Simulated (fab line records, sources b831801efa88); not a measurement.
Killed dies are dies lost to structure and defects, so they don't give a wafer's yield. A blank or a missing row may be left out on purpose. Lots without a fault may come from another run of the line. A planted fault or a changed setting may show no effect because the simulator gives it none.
fab line records | flow sky130
record lots=11 wafers=33 last_day=50
route steps=708 shown VIA4@656 METAL5@662 PASSIVATION@692 PAD_OPEN@708
lots that met no fault: from a run of the same line without faults
start_h: hours from the record's first day to the start of the lot's first wafer shown | wait_h: hours since the lot's step before | " the same as in the row above | L1.1+2: a row that stands for several wafers | - no value, or no start given | * or withheld: withheld | < > ~ a bound
route shown NAME@n: a module of which the file shows steps, and the number in the route of the first | usual: mean/standard deviation of fault-free wafers | same: alike in all rows | chamber/n: place in a boat | sites: the reading at each site | _std_site: their standard deviation | _edge_site: outer sites' mean less inner sites' | radius_mm: how far each site lies from the wafer's centre | mask NAME#n: copy n | behind: the tool/chamber that last shaped the wafer | hold: why the lot was held/for how many hours/how that ended | device: the transistor (n, p or np) that didn't switch | end of line: the same wafers' tests at the end of the route | a step without rows: its recipe alone | killed: dies lost to structure and defects at the first sort, not the wafer's yield | map: a wafer's dies, x killed, . not, _ none there
set.NAME: the setting as run; set.NAME@STEP: as run at that earlier step | model.NAME: the simulator's own value behind a step, which no gauge read
steps of the route over a sample of lots; a table a step, a row a wafer
services: from which hour (start_h, from the record's first day; less than 0 if before it) a tool's chamber was out of use, for how many hours, and why
## steps
# step SKY_VIA4_SPUTTER_17
# recipe material=TiN target_thk_nm=20 chamber_pressure_pa=5 power_w=4000 time_s=80
# usual chamber_pressure_pa=5.001/0.0094 throttle_valve_pct=30.3/1.2
# columns lot.wafer tool chamber start_h wait_h chamber_pressure_pa throttle_valve_pct
L315.1 pvd_sputter-04 - 996.99 0.0 4.988 30.6
L315.4 " - " " 5.020 29.3
L315.5 " - " " 4.993 30.6
L317.4 pvd_sputter-01 - 1011.65 0.0 4.994 31.0
L317.5 " - " " 5.019 30.1
L317.6 " - " " 4.997 29.5
L318.4 pvd_sputter-01 - 1018.43 0.0 5.000 32.2
L318.5 " - " " 4.985 32.3
L318.6 " - " " 5.007 31.2
L320.1 pvd_sputter-01 - 1038.50 0.0 5.002 30.2
L320.2 " - " " 5.013 29.5
L320.5 " - " " 5.003 32.3
L323.2 pvd_sputter-01 - 1061.62 0.0 4.990 32.3
L323.3 " - " " 5.012 30.1
L323.6 " - " " 4.995 29.7
L321.3 pvd_sputter-03 - 1062.09 0.0 5.017 31.0
L321.4 " - " " 5.009 28.7
L321.5 " - " " 5.004 31.7
L326.1 pvd_sputter-03 - 1079.34 0.0 5.004 29.0
L326.2 " - " " 4.997 31.1
L326.3 " - " " 4.981 31.7
L328.4 pvd_sputter-01 - 1087.59 0.0 5.002 29.6
L328.5 " - " " 5.013 31.1
L328.6 " - " " 4.995 32.4
L331.1 pvd_sputter-01 - 1105.28 0.0 4.992 30.7
L331.2 " - " " 5.006 30.3
L331.5 " - " " 4.995 32.1
L334.2 pvd_sputter-04 - 1125.71 0.0 5.008 29.1
L334.4 " - " " 4.995 30.4
L334.6 " - " " 5.010 29.9
L335.1 pvd_sputter-03 - 1133.62 0.0 5.005 31.5
L335.3 " - " " 4.996 28.9
L335.5 " - " " 4.987 31.6
# step SKY_METAL5_SPUTTER_01
# recipe material=TiN target_thk_nm=20 power_w=6500 time_s=16.7 chamber_pressure_pa=0.4
# usual chamber_pressure_pa=0.4001/0.00084 throttle_valve_pct=29.8/1.1
# columns lot.wafer tool chamber start_h wait_h chamber_pressure_pa throttle_valve_pct
L315.1 pvd_sputter-02 - 997.71 0.0 0.3990 27.8
L315.4 " - " " 0.4003 29.9
L315.5 " - " " 0.4006 30.0
L317.4 pvd_sputter-04 - 1012.37 0.0 0.4011 29.6
L317.5 " - " " 0.4014 30.1
L317.6 " - " " 0.3989 30.7
L318.4 pvd_sputter-04 - 1019.22 0.0 0.4004 30.5
L318.5 " - " " 0.3990 30.8
L318.6 " - " " 0.4003 29.5
L320.1 pvd_sputter-03 - 1039.21 0.0 0.4019 31.3
L320.2 " - " " 0.4002 28.4
L320.5 " - " " 0.4012 29.1
L323.2 pvd_sputter-04 - 1062.34 0.0 0.4019 30.5
L323.3 " - " " 0.4007 29.9
L323.6 " - " " 0.3988 29.6
L321.3 pvd_sputter-02 - 1062.81 0.0 0.3993 27.8
L321.4 " - " " 0.4006 29.9
L321.5 " - " " 0.4007 29.6
L326.1 pvd_sputter-04 - 1080.15 0.0 0.3987 30.6
L326.2 " - " " 0.3990 30.2
L326.3 " - " " 0.4004 30.1
L328.4 pvd_sputter-02 - 1088.68 0.0 0.4000 30.0
L328.5 " - " " 0.3987 30.1
L328.6 " - " " 0.3994 28.0
L331.1 pvd_sputter-03 - 1106.00 0.0 0.3998 28.7
L331.2 " - " " 0.4012 31.6
L331.5 " - " " 0.4008 28.3
L334.2 pvd_sputter-02 - 1126.42 0.0 0.4001 30.0
L334.4 " - " " 0.3983 29.5
L334.6 " - " " 0.4004 30.1
L335.1 pvd_sputter-04 - 1134.34 0.0 0.3997 29.0
L335.3 " - " " 0.4008 29.9
L335.5 " - " " 0.3991 30.2
# step SKY_METAL5_DESCUM_14
# recipe chemistry=O2 source_power_w=150 bias_power_w=0 pressure_mtorr=10 temp_c=40 time_s=11
# usual drypump_motor_current_A=5.9/0.55 oes_product_au=0.996/0.01 rf_fwd_power_W=147.8/0.77
# columns lot.wafer tool chamber start_h wait_h drypump_motor_current_A oes_product_au rf_fwd_power_W rf_hours_counter_h
L315.1 rie_metal-02 0 1020.54 0.1 6.0 0.987 147.9 8
L315.4 " 0 " " 6.0 0.988 147.8 -
L315.5 " 1 " " 6.1 1.004 147.8 -
L317.4 rie_metal-02 1 1034.47 0.1 6.1 1.010 147.7 -
L317.5 " 1 " " 6.1 1.009 148.6 -
L317.6 " 0 " " 6.0 0.990 148.3 -
L318.4 rie_metal-04 0 1041.52 0.1 6.5 1.001 149.2 -
L318.5 " 0 " " 6.5 0.993 148.2 -
L318.6 " 0 " " 6.5 0.990 147.8 -
L320.1 rie_metal-04 0 1061.42 0.1 6.5 1.009 148.6 22
L320.2 " 0 " " 6.5 1.003 148.8 -
L320.5 " 0 " " 6.5 0.995 148.9 -
L323.2 rie_metal-02 1 1083.16 0.1 6.1 1.013 148.9 22
L323.3 " 0 " " 6.0 0.985 148.0 -
L323.6 " 0 " " 6.0 0.994 149.3 -
L321.3 rie_metal-01 1 1083.58 0.1 4.9 0.989 147.3 -
L321.4 " 0 " " 5.8 0.986 146.5 -
L321.5 " 1 " " 4.9 0.981 147.4 -
L326.1 rie_metal-02 1 1100.19 0.1 6.1 1.005 148.4 23
L326.2 " 1 " " 6.1 1.012 147.3 -
L326.3 " 1 " " 6.1 1.007 147.3 -
L328.4 rie_metal-01 0 1108.84 0.1 5.8 0.994 146.1 -
L328.5 " 1 " " 5.0 0.996 147.5 -
L328.6 " 0 " " 5.8 1.000 146.8 -
L331.1 rie_metal-01 1 1125.31 0.1 4.9 0.994 146.9 20
L331.2 " 0 " " 5.8 0.998 147.4 22
L331.5 " 0 " " 5.8 0.992 147.0 -
L334.2 rie_metal-02 0 1145.17 0.1 6.0 0.991 147.8 -
L334.4 " 0 " " 6.0 0.973 148.5 -
L334.6 " 0 " " 6.0 0.978 148.6 -
L335.1 rie_metal-04 1 1152.61 0.1 4.9 0.997 146.6 7
L335.3 " 1 " " 4.9 0.989 146.0 -
L335.5 " 0 " " 6.6 0.985 148.2 -
# step SKY_PASSIVATION_ETCH_11
# recipe chemistry=CF4/O2 target_depth_nm=725 stop_on=AlCu source_w=800 bias_w=150 pressure_mtorr=150 cf4_flow_sccm=80 O2_flow_sccm=10 time_s=161.1
# usual drypump_motor_current_A=5.8/0.37 oes_product_au=0.978/0.0067 rf_fwd_power_W=795.3/2.3 throttle_valve_pct=5.965/0.0087
# columns lot.wafer tool chamber start_h wait_h drypump_motor_current_A oes_product_au rf_fwd_power_W rf_hours_counter_h throttle_valve_pct
L315.1 rie_diel-02 3 1043.64 - 6.1 0.977 793.8 11 5.958
L315.4 " 2 " " 5.0 0.983 788.3 12 5.971
L315.5 " 0 " " 5.4 0.980 796.0 - 5.977
L317.4 rie_diel-01 0 1057.87 - 6.2 0.977 794.9 18 5.945
L317.5 " 3 " " 6.2 0.976 795.0 - 5.962
L317.6 " 0 " " 6.3 0.979 792.3 - 5.980
L318.4 rie_diel-04 3 1064.83 - 6.0 0.979 796.9 31 5.949
L318.5 " 0 " " 5.8 0.976 797.0 - 5.953
L318.6 " 3 " " 6.0 0.997 798.4 - 5.954
L320.1 rie_diel-04 2 1083.23 - 5.9 0.977 797.9 13 5.968
L320.2 " 0 " " 5.8 0.984 792.8 20 5.971
L320.5 " 2 " " 5.9 0.981 800.6 - 5.961
L323.2 rie_diel-02 0 1104.77 - 5.5 0.970 794.1 12 5.965
L323.3 " 1 " " 5.4 0.967 793.2 13 5.973
L323.6 " 1 " " 5.4 0.978 792.7 - 5.974
L321.3 rie_diel-01 2 1105.04 - 5.4 0.974 797.1 - 5.973
L321.4 " 0 " " 6.3 0.974 795.0 - 5.957
L321.5 " 0 " " 6.3 0.989 794.2 - 5.957
L326.1 rie_diel-02 3 1121.64 - 6.1 0.969 794.9 13 5.958
L326.2 " 2 " " 5.0 0.986 795.5 14 5.952
L326.3 " 0 " " 5.5 0.971 793.9 12 5.958
L328.4 rie_diel-02 0 1129.97 - 5.4 0.986 795.7 13 5.972
L328.5 " 3 " " 6.1 0.982 795.4 - 5.967
L328.6 " 2 " " 5.0 0.981 791.9 - 5.974
L331.1 rie_diel-02 1 1145.68 - 5.3 0.982 794.1 14 5.954
L331.2 " 0 " " 5.4 0.976 796.4 13 5.963
L331.5 " 2 " " 5.0 0.983 792.6 - 5.971
L334.2 rie_diel-04 3 1163.92 - 6.0 0.977 796.7 2 5.967
L334.4 " 1 " " 5.9 0.987 794.1 23 5.962
L334.6 " 1 " " 5.9 0.979 794.9 - 5.959
L335.1 rie_diel-04 1 1170.93 - 5.9 0.984 792.8 24 5.967
L335.3 " 3 " " 6.0 0.986 793.6 2 5.962
L335.5 " 3 " " 6.0 0.985 793.8 - 5.953
# step SKY_PAD_OPEN_PROBE_99
# usual defect_limited_yield=82.0/1.9 killed_at_M0_to_M3=45/6.9 killed_at_M4_up=3.0/1.7 killed_at_contacts=25/5.6 killed_at_front_end=15/4.2 killed_at_other=0.3/0.55 killed_dies=89/9.6 killed_on_rim=18/4 killed_open=49/7.2 killed_short=39/6.5 sort_bin_3_pad_short=0.9/0.44 sort_bin_5_function=10.7/1.4 sort_bin_6_memory=6.4/1.3 sort_n_pass=403/9.6 sort_yield_pct=82.0/1.9
# same gross_dies=492 killed_at_back_side=0 sort_bin_4_leakage[%]=0 sort_bin_8_speed[%]=0
# columns lot.wafer tool chamber start_h wait_h defect_limited_yield[%] killed_at_M0_to_M3 killed_at_M4_up killed_at_contacts killed_at_front_end killed_at_other killed_dies killed_on_rim killed_open killed_short sort_bin_3_pad_short[%] sort_bin_5_function[%] sort_bin_6_memory[%] sort_n_pass sort_yield_pct[%]
L326.1 prober-02 - 1143.14 0.1 81.7 41 2 32 15 0 90 22 56 34 1.4 12.0 4.9 402 81.7
L326.2 prober-02 - 1143.19 0.1 83.7 46 1 24 9 0 80 15 47 33 0.6 9.6 6.1 412 83.7
L326.3 prober-02 - 1143.24 0.2 82.1 44 2 24 18 0 88 20 59 28 1.2 9.1 7.5 404 82.1
L328.4 prober-02 - 1150.36 0.2 83.7 42 2 22 13 1 80 18 45 34 0.6 10.0 5.7 412 83.7
L328.5 prober-02 - 1150.41 0.2 84.8 39 2 19 15 0 75 20 39 35 0.4 9.1 5.7 417 84.8
L328.6 prober-02 - 1150.46 0.2 69.9 45 59 20 24 0 148 24 44 47 3.9 17.1 9.1 344 69.9
L331.1 prober-01 - 1165.89 0.1 80.9 56 2 23 13 0 94 15 57 37 0.4 11.6 7.1 398 80.9
L331.2 prober-01 - 1165.94 0.1 79.9 44 4 33 18 0 99 26 51 48 0.8 10.4 8.9 393 79.9
L331.5 prober-01 - 1166.09 0.2 70.7 32 65 35 11 1 144 23 42 44 4.5 17.1 7.7 348 70.7
L334.2 prober-02 - 1183.07 0.1 83.5 38 3 24 16 0 81 21 42 38 1.0 10.0 5.5 411 83.5
L334.4 prober-02 - 1183.17 0.2 81.3 48 4 29 11 0 92 21 53 39 0.6 12.2 5.9 400 81.3
L334.6 prober-02 - 1183.27 0.2 80.3 46 3 29 19 0 97 22 47 47 1.2 11.8 6.7 395 80.3
L335.1 prober-01 - 1190.27 0.1 83.3 54 1 19 8 0 82 18 36 46 0.6 10.4 5.7 410 83.3
L335.3 prober-01 - 1190.37 0.2 80.5 49 3 26 18 0 96 22 49 47 1.0 13.8 4.7 396 80.5
L335.5 prober-01 - 1190.47 0.2 80.9 42 3 35 14 0 94 16 54 40 1.2 11.6 6.3 398 80.9
# killed by level:class
L326.1 VIA1:geometric_particle:open=23 LI_CONTACT:geometric_particle:open=13 CONTACT:geometric_particle:short=7 CONTACT:geometric_particle:open=6 POLY_GATE:geometric_particle:short=5 POLY_GATE:geometric_particle:open=5 FIELD_ISO:geometric_particle:short=4 LOCAL_INTERCONNECT:geometric_particle:short=4
L326.2 VIA1:geometric_particle:open=11 CONTACT:geometric_particle:open=11 LI_CONTACT:geometric_particle:open=8 METAL2:geometric_particle:short=8 VIA1:geometric_particle:short=7 VIA3:geometric_particle:open=6 POLY_GATE:geometric_particle:short=3 VIA2:geometric_particle:open=3
L326.3 VIA1:geometric_particle:open=15 CONTACT:geometric_particle:open=9 VIA2:geometric_particle:open=7 POLY_GATE:geometric_particle:open=5 LI_CONTACT:geometric_particle:open=5 VIA3:geometric_particle:open=5 FIELD_ISO:geometric_particle:open=4 METAL2:geometric_particle:short=4
L328.4 VIA1:geometric_particle:open=10 LI_CONTACT:geometric_particle:open=8 VIA3:geometric_particle:open=7 LOCAL_INTERCONNECT:geometric_particle:short=6 CONTACT:geometric_particle:open=6 METAL1:geometric_particle:short=5 METAL2:geometric_particle:short=5 VIA1:geometric_particle:short=4
L328.5 VIA1:geometric_particle:open=8 CONTACT:geometric_particle:open=7 METAL2:geometric_particle:short=7 METAL1:geometric_particle:short=6 LI_CONTACT:geometric_particle:open=5 FIELD_ISO:geometric_particle:open=4 POLY_GATE:geometric_particle:open=3 SPACER:geometric_particle:open=3
L328.6 VIA4:unspecified=57 VIA1:geometric_particle:open=10 CONTACT:geometric_particle:open=9 METAL1:geometric_particle:short=8 POLY_GATE:geometric_particle:short=7 FIELD_ISO:geometric_particle:short=6 VIA3:geometric_particle:open=6 LI_CONTACT:geometric_particle:open=5
L331.1 VIA1:geometric_particle:open=11 CONTACT:geometric_particle:open=11 VIA2:geometric_particle:open=10 VIA3:geometric_particle:open=9 VIA1:geometric_particle:short=7 LI_CONTACT:geometric_particle:open=4 METAL1:geometric_particle:short=4 METAL2:geometric_particle:short=4
L331.2 CONTACT:geometric_particle:open=16 VIA1:geometric_particle:open=11 LI_CONTACT:geometric_particle:open=8 METAL2:geometric_particle:short=7 VIA1:geometric_particle:short=6 CONTACT:geometric_particle:short=5 POLY_GATE:geometric_particle:short=5 VIA2:geometric_particle:short=4
L331.5 VIA4:unspecified=58 CONTACT:geometric_particle:open=14 CONTACT:geometric_particle:short=10 METAL4:geometric_particle:short=6 VIA1:geometric_particle:open=6 VIA2:geometric_particle:open=6 LOCAL_INTERCONNECT:geometric_particle:short=5 LI_CONTACT:geometric_particle:open=4
L334.2 VIA1:geometric_particle:open=14 METAL1:geometric_particle:short=9 CONTACT:geometric_particle:short=7 FIELD_ISO:geometric_particle:open=6 METAL3:geometric_particle:short=6 LI_CONTACT:geometric_particle:open=6 CONTACT:geometric_particle:open=4 POLY_GATE:geometric_particle:short=3
L334.4 VIA1:geometric_particle:open=12 CONTACT:geometric_particle:open=11 VIA2:geometric_particle:open=9 LI_CONTACT:geometric_particle:open=8 VIA3:geometric_particle:open=6 CONTACT:geometric_particle:short=6 METAL2:geometric_particle:short=5 VIA2:geometric_particle:short=5
L334.6 CONTACT:geometric_particle:open=11 VIA2:geometric_particle:open=9 VIA1:geometric_particle:open=8 VIA1:geometric_particle:short=6 LI_CONTACT:geometric_particle:open=6 CONTACT:geometric_particle:short=6 FIELD_ISO:geometric_particle:short=5 METAL2:geometric_particle:short=5
L335.1 METAL2:geometric_particle:short=11 VIA1:geometric_particle:open=8 CONTACT:geometric_particle:open=8 METAL3:geometric_particle:short=7 VIA1:geometric_particle:short=6 VIA3:geometric_particle:open=6 CONTACT:geometric_particle:short=5 METAL1:geometric_particle:short=4
L335.3 VIA1:geometric_particle:open=11 CONTACT:geometric_particle:open=10 METAL2:geometric_particle:short=9 VIA3:geometric_particle:open=7 POLY_GATE:geometric_particle:short=6 LI_CONTACT:geometric_particle:open=6 METAL1:geometric_particle:short=6 METAL2:geometric_particle:open=5
L335.5 CONTACT:geometric_particle:open=15 VIA3:geometric_particle:open=9 VIA2:geometric_particle:open=7 LI_CONTACT:geometric_particle:open=6 METAL2:geometric_particle:short=6 LOCAL_INTERCONNECT:geometric_particle:short=5 CONTACT:geometric_particle:short=5 POLY_GATE:geometric_particle:open=4
## services
# columns tool chamber start_h hours kind
pvd_sputter-04 - 1010.48 1.7 repair
pvd_sputter-01 - 1016.94 1.3 repair
pvd_sputter-04 1 1017.32 - consumable_replace:kit
pvd_sputter-04 1 1017.32 18.0 scheduled_down
pvd_sputter-04 1 1017.32 18.0 vent_cycle
rie_metal-02 0 1041.33 1.7 repair
pvd_sputter-02 - 1042.02 13.8 repair
pvd_sputter-02 - 1067.48 12.5 repair
pvd_sputter-01 3 1093.19 - consumable_replace:kit
rie_metal-02 0 1098.27 5.1 repair
rie_diel-01 1 1098.55 10.0 repair
rie_diel-01 3 1104.22 6.2 repair
rie_diel-04 2 1113.39 12.9 repair
rie_diel-04 - 1120.04 2.5 repair
rie_metal-02 - 1122.50 0.2 repair
rie_diel-04 - 1123.65 2.8 pm
rie_diel-01 2 1131.43 4.6 repair
pvd_sputter-04 0 1133.40 - consumable_replace:kit
pvd_sputter-04 0 1133.40 18.0 scheduled_down
pvd_sputter-04 0 1133.40 18.0 vent_cycle
rie_diel-02 0 1134.09 3.9 repair
rie_diel-01 1 1137.37 48.0 repair
rie_metal-01 0 1144.76 5.6 repair
rie_diel-02 - 1150.89 1.2 repair
## key
first_sign step=SKY_PAD_OPEN_PROBE_99 reading=killed_at_M4_up direction=up sigmas=34 usual=3.0 struck=62
effect step=SKY_PAD_OPEN_PROBE_99 reading=sort_bin_3_pad_short direction=up sigmas=7.4 usual=0.9 struck=4.2
met_at SKY_VIA4_SPUTTER_17
struck_lots L328,L331
struck_wafers L328.6,L331.5
not_acting_at SKY_METAL5_SPUTTER_01,SKY_METAL5_DESCUM_14,SKY_PASSIVATION_ETCH_11
onset_between 1061.62 1087.59
fault kind=chamber_particle_source tool=pvd_sputter-01 chamber=- onset_h=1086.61 steps=SKY_VIA4_SPUTTER_17 rate_per_visit_cm2=1.1414 end_h=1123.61 scope=struck_wafers_only
